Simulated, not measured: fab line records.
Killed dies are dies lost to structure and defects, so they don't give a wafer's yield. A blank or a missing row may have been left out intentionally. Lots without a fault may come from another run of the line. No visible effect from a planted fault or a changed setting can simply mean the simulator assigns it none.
Chamber matching / flow sky130 / cmp-01 running SKY_LI_CONTACT_CMP_02: 4 sister chambers
The step polishes PSG. 7 wafers are shown with their chamber, then 6 later ones without.

WAFERS WITH THEIR CHAMBER
wafer=L698.4; chamber=0; motorCurrentA (A)=13.8; timeToEndpointS (s)=31.3
wafer=L702.3; chamber=2; motorCurrentA (A)=10.9; timeToEndpointS (s)=37.7
wafer=L702.5; chamber=2; motorCurrentA (A)=10.9; timeToEndpointS (s)=34.6
wafer=L705.4; chamber=3; motorCurrentA (A)=11.8; timeToEndpointS (s)=33.6
wafer=L714.2; chamber=3; motorCurrentA (A)=11.3; timeToEndpointS (s)=31.6
wafer=L714.3; chamber=1; motorCurrentA (A)=10.6; timeToEndpointS (s)=28.0
wafer=L714.5; chamber=1; motorCurrentA (A)=11.7; timeToEndpointS (s)=30.0

WAFERS WITHOUT THEIR CHAMBER
wafer=L719.1; motorCurrentA (A)=10.8; timeToEndpointS (s)=33.5
wafer=L719.3; motorCurrentA (A)=11.6; timeToEndpointS (s)=31.9
wafer=L719.5; motorCurrentA (A)=10.5; timeToEndpointS (s)=34.1
wafer=L720.1; motorCurrentA (A)=13.0; timeToEndpointS (s)=28.4
wafer=L720.2; motorCurrentA (A)=11.2; timeToEndpointS (s)=30.9
wafer=L720.6; motorCurrentA (A)=13.4; timeToEndpointS (s)=28.4

WHICH CHAMBER EACH ONE RAN IN
wafer=L719.1; from the rows above=can't be placed: 2 or 3 or 1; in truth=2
wafer=L719.3; from the rows above=can't be placed: 3 or 1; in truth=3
wafer=L719.5; from the rows above=can't be placed: 2 or 3 or 1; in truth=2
wafer=L720.1; from the rows above=can't be placed: 0 or 1 or 3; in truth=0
wafer=L720.2; from the rows above=can't be placed: 1 or 3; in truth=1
wafer=L720.6; from the rows above=0; in truth=0
Correctly placed: 1 of 6. From these rows, 5 cannot be placed; in 5 the true chamber is one of the candidates. Wrongly placed: 0.
How it was worked out, from the rows above alone: a wafer's distance from a chamber is the root of the sum, over the readings, of the square of ((its reading less the chamber's mean) divided by the reading's scatter). If the next closest chamber is less than 2 further off than the closest, the wafer can't be placed; otherwise it belongs to the closest. The mean given for a chamber averages the wafers shown for that chamber. The scatter is the square root of a quotient: the sum, over the shown wafers, of each reading's squared deviation from its chamber's mean, divided by wafers minus chambers.
